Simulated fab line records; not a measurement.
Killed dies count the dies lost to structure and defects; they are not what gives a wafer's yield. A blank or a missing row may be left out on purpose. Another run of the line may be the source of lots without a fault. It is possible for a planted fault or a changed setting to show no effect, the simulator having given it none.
The same fault as seen by 2 desks	flow gf180mcu	each desk holds nothing but its own numbers, with what lay behind them at the end

== FOR THE TOOL OWNER'S DESK: litho track-04 ==
Per lot that ran on this tool, the mean of the sampled wafers carrying a number, from the tool's own readings at GF_M3_SOFTBAKE_10 (time 60 s). If a lot's mean is further than 4 standard deviations from the usual mean, the lot is out of limits and carries the mark OUT (the distance appears in the brackets).
Columns: A = heater power total W at GF_M3_SOFTBAKE_10, usual 93.05 W; B = plate temp C at GF_M3_SOFTBAKE_10, usual 129.97 C
lot	first seen here	A	B
L311	day 21 11:53	93.05	129.74
L312	day 22 01:11	93.05	129.87
L320	day 24 06:40	93.02	130.08
L326	day 26 11:13	89.52 (-59) OUT	126.29 (-25) OUT
L327	day 26 18:56	89.43 (-60) OUT	126.24 (-25) OUT
Finding of this desk: L326, L327 out of limits; the first was L326 at day 26 11:13, on heater power total W at GF_M3_SOFTBAKE_10. L311, L312, L320 stayed within limits.

== METROLOGY DESK ==
Means of the sampled wafers that have a number, per lot and without regard to the tool the lot ran on: this is what the gauges read. If a lot's mean is further than 4 standard deviations from the usual mean, the lot is out of limits and carries the mark OUT (the distance appears in the brackets).
Columns: A = V2_W_RS at GF_V2_RS_MEAS_24, usual 0.328 ohm/sq; B = cd nm at GF_M3_CD_MEAS_14, usual 279.7 nm
lot	first seen here	A	B
L311	day 20 23:31	0.326	281.4
L312	day 21 12:26	0.334	278.6
L313	day 21 23:41	0.322	282.4
L315	day 22 04:31	0.328	278.9
L317	day 23 07:14	0.327	279.9
L320	day 23 19:06	0.334	278.7
L326	day 26 00:22	0.324	288.9 (+7.1) OUT
L327	day 26 08:06	0.329	288.4 (+6.7) OUT
L328	day 26 12:25	0.334	279.4
L331	day 27 08:35	0.322	279.4
L332	day 27 14:58	0.330	277.9
Finding of this desk: L326, L327 out of limits; the first was L326 at day 26 21:24, on cd nm at GF_M3_CD_MEAS_14. L311, L312, L313, L315, L317, L320, L328, L331, L332 stayed within limits.

== TAKEN TOGETHER ==
The tool owner's desk had the chance to raise an alarm at day 26 11:13 on L326, L327.
The metrology desk could have raised an alarm at day 26 21:24, on L326, L327.
On litho track-04, each named lot ran GF_M3_SOFTBAKE_10.

== WHAT THE SIMULATOR HAD PUT IN ==
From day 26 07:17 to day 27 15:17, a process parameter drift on litho track-04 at GF_M3_SOFTBAKE_10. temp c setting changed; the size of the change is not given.
Struck lots among those shown: L326, L327.
Fault start to first reading out of limits, in hours, per desk: tool owner, 4; metrology, 14.
